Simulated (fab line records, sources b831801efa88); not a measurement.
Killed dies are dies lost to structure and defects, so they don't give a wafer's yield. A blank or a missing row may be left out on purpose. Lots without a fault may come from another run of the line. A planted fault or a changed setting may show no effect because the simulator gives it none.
fab line records | flow gf180mcu
record lots=11 wafers=33 last_day=33
route steps=602 shown V1@351 M2@362 V2@386
lots that met no fault: from a run of the same line without faults
start_h: hours from the record's first day to the start of the lot's first wafer shown | wait_h: hours since the lot's step before | " the same as in the row above | L1.1+2: a row that stands for several wafers | - no value, or no start given | * or withheld: withheld | < > ~ a bound
route shown NAME@n: a module of which the file shows steps, and the number in the route of the first | usual: mean/standard deviation of fault-free wafers | same: alike in all rows | chamber/n: place in a boat | sites: the reading at each site | _std_site: their standard deviation | _edge_site: outer sites' mean less inner sites' | radius_mm: how far each site lies from the wafer's centre | mask NAME#n: copy n | behind: the tool/chamber that last shaped the wafer | hold: why the lot was held/for how many hours/how that ended | device: the transistor (n, p or np) that didn't switch | end of line: the same wafers' tests at the end of the route | a step without rows: its recipe alone | killed: dies lost to structure and defects at the first sort, not the wafer's yield | map: a wafer's dies, x killed, . not, _ none there
set.NAME: the setting as run; set.NAME@STEP: as run at that earlier step | model.NAME: the simulator's own value behind a step, which no gauge read
steps of the route over a sample of lots; a table a step, a row a wafer
services: from which hour (start_h, from the record's first day; less than 0 if before it) a tool's chamber was out of use, for how many hours, and why
## steps
# step GF_V1_ETCH_16
# recipe chemistry=N2/H2 target_depth_a=withheld overetch_a=withheld time_s=withheld target=BARC ion_energy_ev=200 source_w=500 bias_w=100 pressure_mtorr=30 n2_flow_sccm=100 h2_flow_sccm=200
# usual drypump_motor_current_A=5.6/0.38 oes_product_au=0.855/0.0045 throttle_valve_pct=13.224/0.0085
# columns lot.wafer tool chamber start_h wait_h drypump_motor_current_A oes_product_au throttle_valve_pct
L118.1 rie_diel-03 3 401.67 0.0 5.9 0.861 13.220
L118.4 " 2 " " 5.6 0.856 13.219
L118.6 " 2 " " 5.6 0.862 13.206
L119.2 rie_diel-01 1 406.57 0.0 4.9 0.864 13.229
L119.4 " 2 " " 5.4 0.853 13.212
L119.6 " 0 " " 6.3 0.854 13.234
L121.2 rie_diel-03 3 432.47 0.0 5.9 0.857 13.222
L121.5 " 3 " " 5.9 0.851 13.237
L121.6 " 0 " " 5.6 0.863 13.220
L122.3 rie_diel-03 2 435.87 0.0 5.6 0.855 13.225
L122.4 " 0 " " 5.6 0.854 13.222
L122.6 " 3 " " 6.0 0.850 13.220
L126.1 rie_diel-01 2 484.92 0.0 5.3 0.858 13.213
L126.4 " 3 " " 6.2 0.862 13.208
L126.6 " 2 " " 5.4 0.849 13.242
L128.3 rie_diel-02 1 504.52 0.0 6.1 0.858 13.224
L128.5 " 2 " " 5.7 0.860 13.227
L128.6 " 3 " " 5.6 0.856 13.220
L130.2 rie_diel-01 1 529.92 0.0 4.9 0.849 13.219
L130.4 " 2 " " 5.4 0.852 13.222
L130.5 " 2 " " 5.4 0.856 13.213
L131.2 rie_diel-01 2 539.66 0.0 5.4 0.859 13.227
L131.3 " 3 " " 6.2 0.855 13.224
L131.6 " 0 " " 6.3 0.857 13.228
L132.2 rie_diel-01 2 543.46 0.0 5.4 0.857 13.227
L132.3 " 3 " " 6.2 0.849 13.223
L132.6 " 1 " " 4.9 0.849 13.219
L136.2 rie_diel-03 0 575.69 0.0 5.6 0.865 13.232
L136.3 " 3 " " 5.9 0.858 13.220
L136.4 " 3 " " 5.9 0.851 13.218
L137.2 rie_diel-03 1 585.02 0.0 5.4 0.857 13.219
L137.3 " 3 " " 5.9 0.848 13.230
L137.5 " 1 " " 5.4 0.847 13.219
# step GF_M2_SPUTTER_00
# recipe material=Ti target_thk_nm=37.5 arriving_ion_energy_ev=80 substrate_temp_c=200 chamber_pressure_pa=2 power_w=4000 time_s=150
# usual throttle_valve_pct=29.8/1.4
# columns lot.wafer tool chamber start_h wait_h throttle_valve_pct
L118.1 pvd_sputter-02 - 403.04 0.1 29.3
L118.4 " - " " 29.8
L118.6 " - " " 29.3
L119.2 pvd_sputter-01 - 407.94 0.1 30.6
L119.4 " - " " 26.9
L119.6 " - " " 26.9
L121.2 pvd_sputter-03 - 434.00 0.2 29.0
L121.5 " - " " 28.6
L121.6 " - " " 28.7
L122.3 pvd_sputter-03 - 437.22 0.2 28.5
L122.4 " - " " 28.8
L122.6 " - " " 28.9
L126.1 pvd_sputter-03 - 486.27 0.2 29.0
L126.4 " - " " 28.6
L126.6 " - " " 29.0
L128.3 pvd_sputter-02 - 505.87 0.2 29.5
L128.5 " - " " 29.8
L128.6 " - " " 29.3
L130.2 pvd_sputter-01 - 531.27 0.2 30.6
L130.4 " - " " 32.5
L130.5 " - " " 30.6
L131.2 pvd_sputter-01 - 541.02 0.2 30.8
L131.3 " - " " 30.4
L131.6 " - " " 30.5
L132.2 pvd_sputter-01 - 544.85 0.1 32.3
L132.3 " - " " 30.8
L132.6 " - " " 26.8
L136.2 pvd_sputter-03 - 577.04 0.1 30.4
L136.3 " - " " 28.6
L136.4 " - " " 28.8
L137.2 pvd_sputter-02 - 586.38 0.1 29.8
L137.3 " - " " 29.4
L137.5 " - " " 29.8
# step GF_V2_CMP_04
# recipe material=SiO2 down_force_psi=4 platen_rpm=60 pad_velocity_m_s=0.94248
# usual motor_current_A=11.6/0.95 slurry_filter_dp_kPa=13.50/0.14 slurry_flow_ml_min=150.0/0.51 time_to_endpoint_s=79/5.4
# columns lot.wafer tool chamber start_h wait_h motor_current_A slurry_filter_dp_kPa slurry_flow_ml_min time_to_endpoint_s
L118.1 cmp-01 2 427.53 0.1 11.9 13.34 151.2 74
L118.4 " 3 " " 10.9 13.43 150.2 74
L118.6 " 3 " " 10.8 13.72 149.6 77
L119.2 cmp-01 1 432.79 0.1 12.6 13.60 150.4 74
L119.4 " 3 " " 10.8 13.56 150.0 79
L119.6 " 0 " " 11.0 13.28 149.0 71
L121.2 cmp-02 1 459.56 0.0 13.0 13.48 150.4 87
L121.6 " 1 " " 12.9 13.71 151.1 93
L121.5 " 2 " " 10.4 13.42 150.0 97
L122.4 cmp-02 0 462.73 0.0 11.7 13.73 150.0 89
L122.3 " 3 " " 10.6 13.63 150.2 75
L122.6 " 0 " " 11.6 13.62 149.9 80
L126.1 cmp-02 2 511.07 0.1 10.2 13.30 150.2 80
L126.4 " 3 " " 10.8 13.44 150.2 79
L126.6 " 1 " " 13.1 13.33 149.6 80
L128.3 cmp-01 3 530.46 0.0 10.6 13.28 150.6 78
L128.6 " 3 " " 11.1 13.52 149.7 73
L128.5 " 0 " " 11.8 13.57 151.3 75
L130.2 cmp-01 2 555.26 0.1 12.7 13.48 150.7 84
L130.4 " 3 " " 10.3 13.57 150.1 86
L130.5 " 0 " " 11.0 13.68 149.8 77
L131.3 cmp-01 3 564.75 0.0 10.5 13.57 150.6 82
L131.2 " 1 " " 12.2 13.55 149.4 81
L131.6 " 3 " " 11.1 13.43 150.3 80
L132.2 cmp-02 0 568.85 0.1 11.8 13.33 149.7 80
L132.3 " 2 " " 10.3 13.56 149.5 83
L132.6 " 3 " " 11.4 13.61 149.9 85
L136.3 cmp-01 1 600.00 0.0 12.4 13.33 150.1 75
L136.2 " 3 " " 10.2 13.47 149.8 77
L136.4 " 0 " " 11.1 13.57 149.8 99
L137.3 cmp-01 3 608.05 0.0 10.5 13.71 150.1 78
L137.2 " 0 " " 10.3 13.39 149.4 96
L137.5 " 3 " " 10.7 13.36 150.5 81
# step GF_V2_ETCH_17
# recipe chemistry=C4F8/O2/Ar mask_material=KrF target=SiO2 stop_on=TiN source_w=1500 bias_w=1200 pressure_mtorr=40 c4f8_flow_sccm=withheld O2_flow_sccm=6 Ar_flow_sccm=300 time_s=withheld target_depth_a=6300
# usual oes_product_au=0.855/0.0046
# columns lot.wafer tool chamber start_h wait_h oes_product_au
L118.1 rie_diel-02 2 - - 0.857
L118.4 " 3 " " 0.860
L118.6 " 1 " " 0.857
L119.2 rie_diel-01 1 - - 0.859
L119.4 " 2 " " 0.850
L119.6 " 2 " " 0.857
L121.2 rie_diel-02 1 - - 0.865
L121.5 " 2 " " 0.858
L121.6 " 1 " " 0.862
L122.3 rie_diel-02 3 - - 0.854
L122.4 " 1 " " 0.856
L122.6 " 2 " " 0.853
L126.1 rie_diel-04 1 - - 0.846
L126.4 " 2 " " 0.846
L126.6 " 0 " " 0.846
L128.3 rie_diel-01 3 - - 0.854
L128.5 " 1 " " 0.856
L128.6 " 2 " " 0.849
L130.2 rie_diel-01 3 - - 0.861
L130.4 " 1 " " 0.862
L130.5 " 0 " " 0.862
L131.2 rie_diel-02 0 - - 0.855
L131.3 " 2 " " 0.854
L131.6 " 2 " " 0.852
L132.2 rie_diel-02 3 - - 0.864
L132.3 " 1 " " 0.859
L132.6 " 0 " " 0.852
L136.2 rie_diel-04 3 - - 0.859
L136.3 " 0 " " 0.855
L136.4 " 2 " " 0.813
L137.2 rie_diel-04 0 - - 0.804
L137.3 " 2 " " 0.854
L137.5 " 2 " " 0.862
# step GF_V2_STRIP_18
# recipe chemistry=O2/N2 power_w=1400 pressure_mtorr=1500 platen_temp_c=250 o2_flow_sccm=3000 n2_flow_sccm=300 overash_fraction=0.5
# usual drypump_motor_current_A=5.4/0.35 heater_power_w=341/28 oes_product_au=0.592/0.005
# columns lot.wafer tool chamber start_h wait_h drypump_motor_current_A heater_power_w oes_product_au rf_hours_counter_h
L118.1 plasma_asher-04 1 452.40 - 5.2 372 0.590 37
L118.4 " 0 " " 5.7 309 0.596 -
L118.6 " 1 " " 5.2 370 0.589 -
L119.2 plasma_asher-01 0 457.75 - 5.7 381 0.594 84
L119.4 " 0 " " 5.7 375 0.591 -
L119.6 " 1 " " 5.3 340 0.591 -
L121.2 plasma_asher-02 0 483.50 - 4.8 311 0.588 69
L121.5 " 1 " " 5.6 353 0.586 -
L121.6 " 0 " " 4.8 318 0.584 -
L122.3 plasma_asher-02 0 487.33 - 4.8 319 0.601 -
L122.4 " 1 " " 5.6 350 0.606 -
L122.6 " 1 " " 5.6 344 0.593 -
L126.1 plasma_asher-04 0 535.05 - 5.8 312 0.591 46
L126.4 " 1 " " 5.2 373 0.587 -
L126.6 " 1 " " 5.2 370 0.592 -
L128.3 plasma_asher-04 1 553.83 - 5.2 377 0.587 -
L128.5 " 1 " " 5.2 374 0.587 -
L128.6 " 0 " " 5.7 309 0.594 -
L130.2 plasma_asher-02 0 577.74 - 4.8 311 0.593 80
L130.4 " 0 " " 4.8 314 0.590 -
L130.5 " 0 " " 4.8 313 0.583 -
L131.2 plasma_asher-02 1 587.44 - 5.6 352 0.589 81
L131.3 " 0 " " 4.8 313 0.581 -
L131.6 " 0 " " 4.8 308 0.592 -
L132.2 plasma_asher-04 0 591.39 - 5.7 315 0.587 54
L132.3 " 0 " " 5.7 309 0.591 -
L132.6 " 1 " " 5.2 374 0.587 -
L136.2 plasma_asher-02 1 621.44 - 5.6 349 0.592 84
L136.3 " 1 " " 5.6 349 0.594 -
L136.4 " 0 " " 4.8 314 0.586 -
L137.2 plasma_asher-01 0 629.84 - 5.7 383 0.593 96
L137.3 " 1 " " 5.3 327 0.595 -
L137.5 " 0 " " 5.7 389 0.592 -
## services
# columns tool chamber start_h hours kind
pvd_sputter-01 - 383.07 2.2 repair
plasma_asher-04 - 386.42 5.8 repair
plasma_asher-02 - 387.03 3.5 repair
rie_diel-02 1 395.69 6.1 repair
cmp-01 - 408.13 0.9 repair
rie_diel-03 - 411.47 1.1 repair
rie_diel-03 - 427.10 0.1 repair
cmp-01 - 428.93 3.3 pm
cmp-01 - 464.25 0.2 repair
rie_diel-03 - 469.02 2.8 pm
rie_diel-02 - 475.01 1.4 repair
rie_diel-03 1 487.80 9.0 repair
rie_diel-01 1 498.70 8.6 repair
cmp-01 - 509.99 1.8 repair
rie_diel-02 - 517.90 2.8 pm
rie_diel-01 1 521.40 4.0 repair
cmp-01 - 557.79 1.4 repair
rie_diel-01 2 569.72 16.8 repair
plasma_asher-02 - 571.12 3.8 repair
cmp-01 - 572.15 4.0 pm
rie_diel-02 0 585.29 1.2 repair
rie_diel-02 2 589.47 14.7 repair
rie_diel-01 2 602.12 3.3 repair
rie_diel-01 2 616.85 13.5 repair
## key
first_sign step=GF_V2_CMP_04 reading=time_to_endpoint_s direction=up sigmas=3.4 usual=* struck=*
effect step=GF_V2_ETCH_17 reading=oes_product_au direction=down sigmas=10 usual=0.855 struck=0.809
met_at GF_V2_CMP_04
struck_lots L136,L137
struck_wafers L136.4,L137.2
not_acting_at GF_V1_ETCH_16,GF_M2_SPUTTER_00,GF_V2_STRIP_18
onset_between 555.26 600.00
fault kind=process_parameter_drift tool=cmp-01 chamber=0 onset_h=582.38 steps=GF_V2_CMP_04 channel=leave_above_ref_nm offset=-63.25 shape=step end_h=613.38 acts_in=these_recipes_only stated=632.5
